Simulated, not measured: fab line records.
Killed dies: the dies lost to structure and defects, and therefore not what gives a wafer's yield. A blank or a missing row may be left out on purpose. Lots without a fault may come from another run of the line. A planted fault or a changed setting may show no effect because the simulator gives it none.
fab line records | flow sky130
[record] lots = 13 wafers = 37 last-day = 49
route steps=708 shown VT_ADJUST_HVTR@139 VT_ADJUST_PCH@152 SONOS_TUNNEL@158 SONOS_ONO@171 PAD_OPEN@708
lots that met no fault: taken from a fault-free run of the same line
start-h: hours from the record's first day to the start of the lot's first wafer shown | wait-h: how many hours have passed since the lot's step before this one | " as in the row above | L1.1+2: one row covering several wafers at once | - value missing, or start not given | * or withheld: withheld | < > ~ a bound
route shown NAME@n: names a module that has steps shown in the file, with the first one's number in the route | usual: the fault-free wafers' mean and standard deviation | same: alike in all rows | chamber/n: place in a boat | sites: each site's reading | _std_site: the values' standard deviation | _edge_site: the outer-site mean with the inner-site mean subtracted | radius-mm: for every site, how far away it sits from the centre of the wafer | mask NAME#n: copy n | behind: the last tool/chamber to shape the wafer | hold: why the lot went on hold/how many hours it stayed there/how the hold came to an end | device: transistor that didn't switch, given as n, p or np | end of line: tests run on the same wafers once the route is complete | a step with no rows: only its recipe | killed: the dies lost at the first sort to structure and to defects; this is not the yield of the wafer | map: dies across one wafer; x = killed, . = not, _ = none there
set.NAME: setting as actually run; set.NAME@STEP: the setting as run at that earlier step | model.NAME: the simulator's own value behind a step, which no gauge read
one table for each step of the route and one row for each wafer, over a sample of lots
services: when a tool's chamber went out of use (start-h, in hours from the record's first day, below 0 if earlier), for how many hours, and the reason
[[steps]]
[step SKY_VT_ADJUST_HVTR_OVL_MEAS_08]
[usual] VT_ADJUST_HVTR_OVL = 0.1/1.3
// columns lot.wafer tool chamber start-h wait-h VT_ADJUST_HVTR_OVL[nm]
L575.2 overlay-01 - 215.33 0.1 -0.7
L575.3 " - " " -0.3
L575.6 " - " " 0.5
L576.1 overlay-02 - 225.50 0.1 -0.2
L576.4 " - " " 1.8
L576.5 " - " " -0.1
L578.2 overlay-01 - 237.11 0.1 1.4
L578.4 " - " " 0.7
L578.6 " - " " 0.8
L579.3 overlay-02 - 242.60 0.1 1.8
L579.5 " - " " -1.8
L579.6 " - " " -0.2
L580.1 overlay-02 - 252.40 0.1 0.7
L580.3 " - " " 1.5
L580.5 " - " " 0.2
L581.1 overlay-01 - 257.99 0.1 1.8
L581.3 " - " " 1.7
L581.6 " - " " 1.2
L582.1 overlay-01 - 266.38 0.1 0.3
L582.2 " - " " 1.0
L582.6 " - " " 1.1
L583.1 overlay-02 - 275.78 0.1 0.3
L583.3 " - " " -1.5
L583.6 " - " " 0.7
L584.1 overlay-02 - 280.88 0.1 0.2
L584.4 " - " " -1.5
L584.6 " - " " -1.2
L586.1 overlay-02 - 297.34 0.1 0.4
L586.2 " - " " 0.2
L586.5 " - " " 1.9
L587.2 overlay-01 - 307.51 0.1 -0.4
L587.5 " - " " -2.0
L587.6 " - " " -1.2
L589.1 overlay-01 - 318.88 0.1 0.7
L589.2 " - " " 2.3
L589.5 " - " " -0.8
L591.1 overlay-01 - 331.30 0.1 0.3
[step SKY_VT_ADJUST_PCH_STRIP_09]
[recipe] chemistry = O2/N2 power-w = 1400 pressure-mtorr = 1500 platen-temp-c = withheld o2-flow-sccm = 3000 n2-flow-sccm = 300 overash-fraction = 0.5
[usual] drypump-motor-current-A = 5.9/0.49 oes-product-au = 0.723/0.0045 strip-time-to-endpoint-s = 36.94/0.097
// columns lot.wafer tool chamber start-h wait-h drypump-motor-current-A oes-product-au rf-hours-counter-h strip-time-to-endpoint-s
L575.2 plasma-asher-01 1 238.62 0.1 6.4 0.718 12 37.00
L575.3 " 1 " " 6.4 0.718 - 37.00
L575.6 " 0 " " 5.4 0.722 - 36.97
L576.1 plasma-asher-01 1 247.97 0.1 6.4 0.727 13 36.90
L576.4 " 1 " " 6.4 0.717 - 36.83
L576.5 " 0 " " 5.4 0.719 - 36.88
L578.2 plasma-asher-02 0 260.00 0.1 6.8 0.726 57 36.85
L578.4 " 1 " " 5.5 0.723 - 36.86
L578.6 " 1 " " 5.6 0.720 - 36.77
L579.3 plasma-asher-02 1 267.43 0.1 5.5 0.722 - 37.00
L579.5 " 1 " " 5.6 0.719 - 37.03
L579.6 " 0 " " 6.8 0.722 - 37.06
L580.1 plasma-asher-01 1 277.37 0.1 6.4 0.725 16 36.91
L580.3 " 0 " " 5.4 0.726 - 36.85
L580.5 " 0 " " 5.4 0.720 - 36.90
L581.1 plasma-asher-02 0 282.92 0.1 6.8 0.729 59 37.10
L581.3 " 1 " " 5.5 0.723 - 37.09
L581.6 " 0 " " 6.7 0.727 - 37.07
L582.1 plasma-asher-03 0 291.65 0.1 5.8 0.718 59 37.01
L582.2 " 1 " " 5.6 0.719 59 36.92
L582.6 " 1 " " 5.6 0.718 - 37.01
L583.1 plasma-asher-03 0 300.52 0.1 5.7 0.725 60 36.83
L583.3 " 1 " " 5.5 0.724 - 36.92
L583.6 " 0 " " 5.8 0.721 - 36.85
L584.1 plasma-asher-01 0 306.12 0.1 5.4 0.727 19 36.98
L584.4 " 1 " " 6.4 0.721 - 36.92
L584.6 " 1 " " 6.4 0.728 - 36.99
L586.1 plasma-asher-01 0 323.32 0.1 5.4 0.725 21 37.03
L586.2 " 1 " " 6.4 0.718 21 36.88
L586.5 " 0 " " 5.4 0.725 - 36.94
L587.2 plasma-asher-03 1 333.85 0.1 5.5 0.729 63 36.83
L587.5 " 1 " " 5.5 0.716 - 36.84
L587.6 " 0 " " 5.8 0.720 - 36.79
L589.1 plasma-asher-01 0 345.75 0.1 5.4 0.724 23 37.05
L589.2 " 1 " " 6.4 0.722 23 37.14
L589.5 " 0 " " 5.4 0.723 - 37.00
L591.1 plasma-asher-01 1 358.45 0.1 6.4 0.722 24 36.95
[step SKY_SONOS_TUNNEL_EXPOSE_04]
[recipe] mask-id = TUNM na = 0.6 source-shape = conventional sigma-outer = 0.6 polarization = unpolarized target-cd-nm = 410 dose-mj = 136
[usual] exposure-dose-mJ-cm2 = 135.94/0.13
// columns lot.wafer tool chamber start-h wait-h mask exposure-dose-mJ-cm2
L575.2 iline-stepper-02 0 249.43 - TUNM#0 136.07
L575.3 " 0 " " TUNM#0 136.02
L575.6 " 0 " " TUNM#0 136.20
L576.1 iline-stepper-02 0 259.77 - TUNM#0 135.80
L576.4 " 0 " " TUNM#0 135.74
L576.5 " 0 " " TUNM#0 135.81
L578.2 iline-stepper-02 0 272.58 - TUNM#0 136.02
L578.4 " 0 " " TUNM#0 136.07
L578.6 " 0 " " TUNM#0 135.93
L579.3 iline-stepper-02 0 279.97 - TUNM#0 136.12
L579.5 " 0 " " TUNM#0 135.86
L579.6 " 0 " " TUNM#0 135.66
L580.1 iline-stepper-01 0 289.85 - TUNM#0 136.06
L580.3 " 0 " " TUNM#0 135.91
L580.5 " 0 " " TUNM#0 136.13
L581.1 iline-stepper-01 0 295.51 - TUNM#0 136.00
L581.3 " 0 " " TUNM#0 136.03
L581.6 " 0 " " TUNM#0 135.84
L582.1 iline-stepper-01 0 304.26 - TUNM#0 135.86
L582.2 " 0 " " TUNM#0 136.01
L582.6 " 0 " " TUNM#0 136.03
L583.1 iline-stepper-01 0 314.01 - TUNM#0 136.03
L583.3 " 0 " " TUNM#0 136.04
L583.6 " 0 " " TUNM#0 135.96
L584.1 iline-stepper-01 0 318.78 - TUNM#0 135.87
L584.4 " 0 " " TUNM#0 135.87
L584.6 " 0 " " TUNM#0 135.97
L586.1 iline-stepper-01 0 336.89 - TUNM#0 136.10
L586.2 " 0 " " TUNM#0 135.98
L586.5 " 0 " " TUNM#0 136.11
L587.2 iline-stepper-02 0 347.82 - TUNM#0 136.05
L587.5 " 0 " " TUNM#0 135.95
L587.6 " 0 " " TUNM#0 135.95
L589.1 iline-stepper-01 0 359.69 - TUNM#0 135.81
L589.2 " 0 " " TUNM#0 136.09
L589.5 " 0 " " TUNM#0 136.12
L591.1 iline-stepper-02 0 372.91 - TUNM#0 135.14
[step SKY_SONOS_ONO_THK_MEAS_03]
[recipe] reads = Si3N4_of_SONOS_ONO_CVD_02
[usual] SONOS_ONO_CVD_02_THK = 10.48/0.12
// columns lot.wafer tool chamber start-h wait-h SONOS_ONO_CVD_02_THK[nm]
L575.2 film-metro-04 - 264.54 0.0 10.63
L575.3 " - " " 10.51
L575.6 " - " " 10.43
L576.1 film-metro-02 - 277.76 0.0 10.54
L576.4 " - " " 10.53
L576.5 " - " " 10.57
L578.2 film-metro-02 - 290.39 0.0 10.42
L578.4 " - " " 10.25
L578.6 " - " " 10.43
L579.3 film-metro-04 - 297.58 0.0 10.56
L579.5 " - " " 10.60
L579.6 " - " " 10.43
L580.1 film-metro-04 - 305.62 0.0 10.41
L580.3 " - " " 10.29
L580.5 " - " " 10.32
L581.1 film-metro-01 - 313.37 0.0 10.72
L581.3 " - " " 10.50
L581.6 " - " " 10.66
L582.1 film-metro-04 - 321.17 0.0 10.30
L582.2 " - " " 10.26
L582.6 " - " " 10.51
L583.1 film-metro-04 - 333.99 0.0 10.59
L583.3 " - " " 10.38
L583.6 " - " " 10.36
L584.1 film-metro-02 - 335.57 0.0 10.27
L584.4 " - " " 10.47
L584.6 " - " " 10.39
L586.1 film-metro-04 - 358.85 0.0 10.57
L586.2 " - " " 10.45
L586.5 " - " " 10.48
L587.2 film-metro-02 - 365.55 0.0 10.53
L587.5 " - " " 10.54
L587.6 " - " " 10.50
L589.1 film-metro-02 - 380.78 0.0 10.48
L589.2 " - " " 10.46
L589.5 " - " " 10.46
L591.1 film-metro-04 - 396.37 0.0 10.55
[step SKY_PAD_OPEN_PROBE_99]
[usual] killed_at_M0_to_M3 = 43/6.8 killed_at_M4_up = 3.3/1.8 killed-at-contacts = 25/5.9 killed-at-front-end = 16/4.2 killed-at-other = 0.3/0.69 killed-dies = 87/8.6 killed-open = 48/6.3 killed-short = 39/5.3
[same] gross-dies = 492 killed-at-back-side = 0
// columns lot.wafer tool chamber start-h wait-h killed_at_M0_to_M3 killed_at_M4_up killed-at-contacts killed-at-front-end killed-at-other killed-dies killed-open killed-short
L575.2 prober-02 - 1090.80 0.1 46 4 17 13 0 80 38 41
L575.3 prober-02 - 1090.85 0.2 37 2 31 12 0 82 52 29
L575.6 prober-02 - 1091.00 0.2 39 3 25 18 0 85 47 37
L576.1 prober-01 - 1095.44 0.1 43 5 21 12 0 81 47 34
L576.4 prober-01 - 1095.59 0.2 30 6 28 19 0 83 49 34
L576.5 prober-01 - 1095.64 0.2 33 6 19 15 0 73 34 39
L578.2 prober-02 - 1102.10 0.1 45 2 23 12 0 82 46 36
L578.4 prober-02 - 1102.20 0.2 53 8 34 9 0 104 59 45
L578.6 prober-02 - 1102.30 0.2 37 2 25 11 1 76 39 36
L579.3 prober-01 - 1114.95 0.2 48 4 24 15 0 91 41 49
L579.5 prober-01 - 1115.05 0.2 32 1 20 9 0 62 33 29
L579.6 prober-01 - 1115.10 0.2 43 2 28 26 2 101 59 41
L580.1 prober-02 - 1116.70 0.1 42 3 26 16 2 89 40 47
L580.3 prober-02 - 1116.80 0.2 51 3 25 15 0 94 54 40
L580.5 prober-02 - 1116.90 0.2 43 1 23 17 0 84 41 43
L581.1 prober-01 - 1118.30 0.1 45 3 20 12 0 80 44 36
L581.3 prober-01 - 1118.40 0.2 47 0 25 16 0 88 48 40
L581.6 prober-01 - 1118.55 0.2 37 2 29 19 0 87 50 37
L582.1 prober-02 - 1124.54 0.1 51 4 25 20 0 100 45 54
L582.2 prober-02 - 1124.59 0.1 58 3 17 12 2 92 47 44
L582.6 prober-02 - 1124.79 0.2 35 4 33 17 2 91 53 35
L583.1 prober-01 - 1134.89 0.1 41 8 22 12 1 84 48 36
L583.3 prober-01 - 1134.99 0.2 52 6 19 13 0 90 49 41
L583.6 prober-01 - 1135.14 0.2 52 2 14 14 0 82 50 32
L584.1 prober-02 - 1138.76 0.1 43 3 35 13 0 94 57 37
L584.4 prober-02 - 1138.91 0.2 41 5 22 21 0 89 45 42
L584.6 prober-02 - 1139.01 0.2 56 2 21 21 2 102 58 43
L586.1 prober-02 - 1154.75 0.1 45 2 12 22 0 81 41 40
L586.2 prober-02 - 1154.80 0.1 46 4 18 22 0 90 47 43
L586.5 prober-02 - 1154.95 0.2 41 8 28 22 0 99 53 46
L587.2 prober-01 - 1157.65 0.1 43 4 18 19 1 85 46 39
L587.5 prober-01 - 1157.80 0.2 51 0 29 10 0 90 48 42
L587.6 prober-01 - 1157.85 0.2 50 5 25 16 0 96 55 41
L589.1 prober-02 - 1172.04 0.1 40 1 33 13 0 87 52 34
L589.2 prober-02 - 1172.09 0.1 54 1 19 25 0 99 53 43
L589.5 prober-02 - 1172.24 0.2 35 2 28 17 0 82 43 38
L591.1 prober-01 - 1185.15 0.1 35 4 23 17 0 79 45 34
// killed by level:class
L575.2 VIA3:geometric-particle:open=8 METAL1:geometric-particle:short=8 VIA1:geometric-particle:short=6 METAL2:geometric-particle:short=6 LI_CONTACT:geometric-particle:open=5 CONTACT:geometric-particle:open=5 VIA1:geometric-particle:open=5 METAL2:geometric-particle:open=4
L575.3 CONTACT:geometric-particle:open=15 VIA1:geometric-particle:open=12 VIA2:geometric-particle:open=7 VIA3:geometric-particle:open=6 LI_CONTACT:geometric-particle:open=5 FIELD_ISO:geometric-particle:short=4 METAL1:geometric-particle:short=4 VIA1:geometric-particle:short=4
L575.6 VIA2:geometric-particle:open=9 LI_CONTACT:geometric-particle:open=8 CONTACT:geometric-particle:open=8 VIA1:geometric-particle:open=8 FIELD_ISO:geometric-particle:short=5 LOCAL_INTERCONNECT:geometric-particle:short=5 METAL1:geometric-particle:short=5 FIELD_ISO:geometric-particle:open=4
L576.1 VIA1:geometric-particle:open=8 METAL2:geometric-particle:short=8 VIA2:geometric-particle:open=7 CONTACT:geometric-particle:open=6 LI_CONTACT:geometric-particle:open=5 LOCAL_INTERCONNECT:geometric-particle:short=4 VIA1:geometric-particle:short=4 FIELD_ISO:geometric-particle:short=3
L576.4 FIELD_ISO:geometric-particle:open=8 CONTACT:geometric-particle:open=8 LI_CONTACT:geometric-particle:open=7 METAL2:geometric-particle:short=7 VIA1:geometric-particle:open=6 CONTACT:geometric-particle:short=5 FIELD_ISO:geometric-particle:short=4 METAL4:geometric-particle:short=4
L576.5 LI_CONTACT:geometric-particle:open=7 FIELD_ISO:geometric-particle:short=5 VIA3:geometric-particle:open=5 FIELD_ISO:geometric-particle:open=4 POLY_GATE:geometric-particle:short=4 VIA1:geometric-particle:open=4 METAL1:geometric-particle:short=4 CONTACT:geometric-particle:open=4
L578.2 VIA1:geometric-particle:open=14 VIA3:geometric-particle:open=9 LI_CONTACT:geometric-particle:open=6 LOCAL_INTERCONNECT:geometric-particle:short=6 CONTACT:geometric-particle:open=6 LI_CONTACT:geometric-particle:short=4 METAL1:geometric-particle:short=4 VIA3:geometric-particle:short=4
L578.4 VIA1:geometric-particle:open=14 LI_CONTACT:geometric-particle:open=11 CONTACT:geometric-particle:open=9 CONTACT:geometric-particle:short=8 VIA2:geometric-particle:open=8 METAL2:geometric-particle:short=6 METAL1:geometric-particle:short=5 VIA1:geometric-particle:short=5
L578.6 CONTACT:geometric-particle:open=10 METAL2:geometric-particle:short=7 LI_CONTACT:geometric-particle:open=6 FIELD_ISO:geometric-particle:open=5 VIA1:geometric-particle:open=5 VIA3:geometric-particle:open=5 LOCAL_INTERCONNECT:geometric-particle:short=4 METAL1:geometric-particle:short=4
L579.3 CONTACT:geometric-particle:open=9 VIA2:geometric-particle:open=9 METAL2:geometric-particle:short=8 VIA3:geometric-particle:open=8 CONTACT:geometric-particle:short=7 METAL1:geometric-particle:short=7 VIA1:geometric-particle:short=6 LI_CONTACT:geometric-particle:open=6
L579.5 VIA1:geometric-particle:open=8 LI_CONTACT:geometric-particle:open=6 VIA1:geometric-particle:short=5 LOCAL_INTERCONNECT:geometric-particle:short=4 CONTACT:geometric-particle:open=4 METAL1:geometric-particle:short=4 POLY_GATE:geometric-particle:short=3 LI_CONTACT:geometric-particle:short=3
L579.6 FIELD_ISO:geometric-particle:open=10 LI_CONTACT:geometric-particle:open=10 VIA1:geometric-particle:open=9 CONTACT:geometric-particle:open=8 METAL1:geometric-particle:short=7 CONTACT:geometric-particle:short=6 METAL2:geometric-particle:short=6 VIA3:geometric-particle:open=6
L580.1 CONTACT:geometric-particle:open=9 VIA1:geometric-particle:open=9 POLY_GATE:geometric-particle:open=6 LOCAL_INTERCONNECT:geometric-particle:short=6 VIA3:geometric-particle:short=6 POLY_GATE:geometric-particle:short=5 LI_CONTACT:geometric-particle:open=5 METAL1:geometric-particle:short=5
L580.3 VIA2:geometric-particle:open=13 CONTACT:geometric-particle:open=10 VIA1:geometric-particle:open=10 VIA1:geometric-particle:short=7 CONTACT:geometric-particle:short=6 VIA3:geometric-particle:open=6 FIELD_ISO:geometric-particle:open=5 METAL2:geometric-particle:short=5
L580.5 CONTACT:geometric-particle:short=7 VIA1:geometric-particle:short=7 VIA1:geometric-particle:open=7 METAL1:geometric-particle:short=6 FIELD_ISO:geometric-particle:short=5 LI_CONTACT:geometric-particle:open=5 CONTACT:geometric-particle:open=5 POLY_GATE:geometric-particle:open=4
L581.1 CONTACT:geometric-particle:open=12 VIA1:geometric-particle:short=8 VIA1:geometric-particle:open=8 METAL2:geometric-particle:short=8 VIA2:geometric-particle:open=6 LI_CONTACT:geometric-particle:open=4 METAL1:geometric-particle:short=4 POLY_GATE:geometric-particle:short=3
L581.3 CONTACT:geometric-particle:open=10 VIA2:geometric-particle:open=9 VIA3:geometric-particle:open=7 METAL1:geometric-particle:short=7 VIA1:geometric-particle:short=6 METAL2:geometric-particle:short=6 POLY_GATE:geometric-particle:short=5 LI_CONTACT:geometric-particle:open=5
L581.6 CONTACT:geometric-particle:open=13 VIA1:geometric-particle:open=7 LI_CONTACT:geometric-particle:open=6 FIELD_ISO:geometric-particle:open=4 POLY_GATE:geometric-particle:open=4 POLY_GATE:geometric-particle:short=4 CONTACT:geometric-particle:short=4 VIA3:geometric-particle:open=4
L582.1 VIA1:geometric-particle:open=11 METAL1:geometric-particle:short=8 VIA1:geometric-particle:short=8 CONTACT:geometric-particle:short=7 VIA3:geometric-particle:open=7 POLY_GATE:geometric-particle:open=6 LOCAL_INTERCONNECT:geometric-particle:short=6 CONTACT:geometric-particle:open=6
L582.2 VIA1:geometric-particle:open=9 VIA2:geometric-particle:open=9 VIA2:geometric-particle:short=8 VIA1:geometric-particle:short=8 LI_CONTACT:geometric-particle:open=7 VIA3:geometric-particle:open=7 METAL1:geometric-particle:short=6 METAL2:geometric-particle:short=4
L582.6 CONTACT:geometric-particle:open=16 VIA3:geometric-particle:open=7 LI_CONTACT:geometric-particle:open=7 CONTACT:geometric-particle:short=6 METAL1:geometric-particle:short=6 VIA1:geometric-particle:open=6 FIELD_ISO:geometric-particle:short=5 VIA2:geometric-particle:open=5
L583.1 VIA1:geometric-particle:open=9 CONTACT:geometric-particle:open=9 METAL4:geometric-particle:short=7 FIELD_ISO:geometric-particle:open=5 VIA2:geometric-particle:open=5 VIA3:geometric-particle:open=5 LI_CONTACT:geometric-particle:short=4 LI_CONTACT:geometric-particle:open=4
L583.3 VIA2:geometric-particle:open=14 METAL2:geometric-particle:short=10 POLY_GATE:geometric-particle:open=7 METAL1:geometric-particle:short=7 LI_CONTACT:geometric-particle:open=6 VIA1:geometric-particle:open=6 CONTACT:geometric-particle:open=6 LI_CONTACT:geometric-particle:short=4
L583.6 CONTACT:geometric-particle:open=8 VIA2:geometric-particle:open=8 VIA1:geometric-particle:open=7 VIA1:geometric-particle:short=7 VIA3:geometric-particle:open=7 METAL1:geometric-particle:short=5 POLY_GATE:geometric-particle:short=4 POLY_GATE:geometric-particle:open=4
L584.1 CONTACT:geometric-particle:open=13 VIA1:geometric-particle:open=12 VIA3:geometric-particle:open=9 CONTACT:geometric-particle:short=8 LI_CONTACT:geometric-particle:open=7 LI_CONTACT:geometric-particle:short=5 POLY_GATE:geometric-particle:short=4 POLY_GATE:geometric-particle:open=4
L584.4 FIELD_ISO:geometric-particle:open=10 VIA1:geometric-particle:open=8 VIA1:geometric-particle:short=8 VIA2:geometric-particle:open=6 LI_CONTACT:geometric-particle:open=6 LOCAL_INTERCONNECT:geometric-particle:short=6 CONTACT:geometric-particle:open=6 VIA3:geometric-particle:open=6
L584.6 VIA1:geometric-particle:open=15 VIA2:geometric-particle:open=11 LI_CONTACT:geometric-particle:open=8 POLY_GATE:geometric-particle:open=7 VIA2:geometric-particle:short=7 FIELD_ISO:geometric-particle:open=6 CONTACT:geometric-particle:open=5 VIA1:geometric-particle:short=5
L586.1 VIA1:geometric-particle:open=9 VIA1:geometric-particle:short=8 FIELD_ISO:geometric-particle:open=7 FIELD_ISO:geometric-particle:short=7 METAL1:geometric-particle:short=6 CONTACT:geometric-particle:open=5 VIA2:geometric-particle:open=5 VIA3:geometric-particle:open=5
L586.2 VIA1:geometric-particle:open=12 FIELD_ISO:geometric-particle:short=7 CONTACT:geometric-particle:open=7 POLY_GATE:geometric-particle:short=6 VIA1:geometric-particle:short=6 METAL3:geometric-particle:short=6 FIELD_ISO:geometric-particle:open=5 LI_CONTACT:geometric-particle:open=5
L586.5 CONTACT:geometric-particle:open=11 LI_CONTACT:geometric-particle:open=10 POLY_GATE:geometric-particle:short=9 VIA2:geometric-particle:open=8 METAL4:geometric-particle:short=7 VIA1:geometric-particle:open=7 VIA1:geometric-particle:short=6 FIELD_ISO:geometric-particle:open=5
L587.2 VIA2:geometric-particle:open=11 VIA1:geometric-particle:open=10 VIA1:geometric-particle:short=9 LI_CONTACT:geometric-particle:open=8 FIELD_ISO:geometric-particle:short=7 CONTACT:geometric-particle:open=5 FIELD_ISO:geometric-particle:open=4 CONTACT:geometric-particle:short=3
L587.5 VIA1:geometric-particle:open=14 CONTACT:geometric-particle:open=14 VIA1:geometric-particle:short=10 LI_CONTACT:geometric-particle:open=8 METAL2:geometric-particle:short=6 METAL1:geometric-particle:short=6 VIA3:geometric-particle:open=5 LI_CONTACT:geometric-particle:short=4
L587.6 VIA1:geometric-particle:open=16 CONTACT:geometric-particle:open=9 LI_CONTACT:geometric-particle:open=8 METAL1:geometric-particle:short=8 VIA1:geometric-particle:short=5 VIA2:geometric-particle:short=5 METAL4:geometric-particle:short=5 FIELD_ISO:geometric-particle:short=4
L589.1 VIA1:geometric-particle:open=13 CONTACT:geometric-particle:open=12 LI_CONTACT:geometric-particle:open=8 VIA2:geometric-particle:open=5 CONTACT:geometric-particle:short=5 METAL1:geometric-particle:short=5 VIA1:geometric-particle:short=5 FIELD_ISO:geometric-particle:short=4
L589.2 VIA1:geometric-particle:open=12 METAL1:geometric-particle:short=9 LI_CONTACT:geometric-particle:open=8 POLY_GATE:geometric-particle:open=7 VIA1:geometric-particle:short=7 VIA3:geometric-particle:open=7 VIA2:geometric-particle:open=7 FIELD_ISO:geometric-particle:short=5
L589.5 CONTACT:geometric-particle:open=13 LI_CONTACT:geometric-particle:open=7 VIA1:geometric-particle:open=7 LI_CONTACT:geometric-particle:short=6 VIA3:geometric-particle:open=6 FIELD_ISO:geometric-particle:short=5 FIELD_ISO:geometric-particle:open=4 POLY_GATE:geometric-particle:open=4
L591.1 VIA1:geometric-particle:open=13 CONTACT:geometric-particle:open=8 POLY_GATE:geometric-particle:short=6 LI_CONTACT:geometric-particle:open=6 VIA3:geometric-particle:open=5 FIELD_ISO:geometric-particle:short=4 LOCAL_INTERCONNECT:geometric-particle:short=4 CONTACT:geometric-particle:short=4
[[services]]
// columns tool chamber start-h hours kind
plasma-asher-01 - 253.36 1.3 repair
iline-stepper-01 - 254.39 8.0 repair
iline-stepper-01 0 292.90 - calibration
iline-stepper-02 - 308.74 5.4 repair
plasma-asher-03 - 350.02 0.5 repair
iline-stepper-01 - 353.22 1.8 repair
plasma-asher-03 - 372.12 28.1 pm
[[key]]
[first-sign] step = SKY_SONOS_TUNNEL_EXPOSE_04 reading = exposure-dose-mJ-cm2 direction = down sigmas = 6.1 usual = * struck = *
effect none on later readings
met-at SKY_SONOS_TUNNEL_EXPOSE_04
struck-lots L591
tester-left-out L591
[loop-trim] step = SKY_SONOS_TUNNEL_EXPOSE_04 setting = dose lots = L591
not-acting-at SKY_VT_ADJUST_HVTR_OVL_MEAS_08,SKY_VT_ADJUST_PCH_STRIP_09,SKY_SONOS_ONO_THK_MEAS_03
onset-between 347.82 372.91
[fault] kind = process-parameter-drift tool = iline-stepper-02 chamber = - onset-h = 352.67 steps = SKY_SONOS_TUNNEL_EXPOSE_04 channel = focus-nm offset = 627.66 spread-by-wafer = 0.3 shape = step end-h = 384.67
// tester-left-out: of these lots the tester's yield and bins aren't shown, on N5 and GAA mostly nor the transistor test; their killed dies are dies lost to structure and defects alone, not to doping, threshold or leakage, so they don't give the yield
// loop-trim: a control loop set the setting to another value than it would have without faults
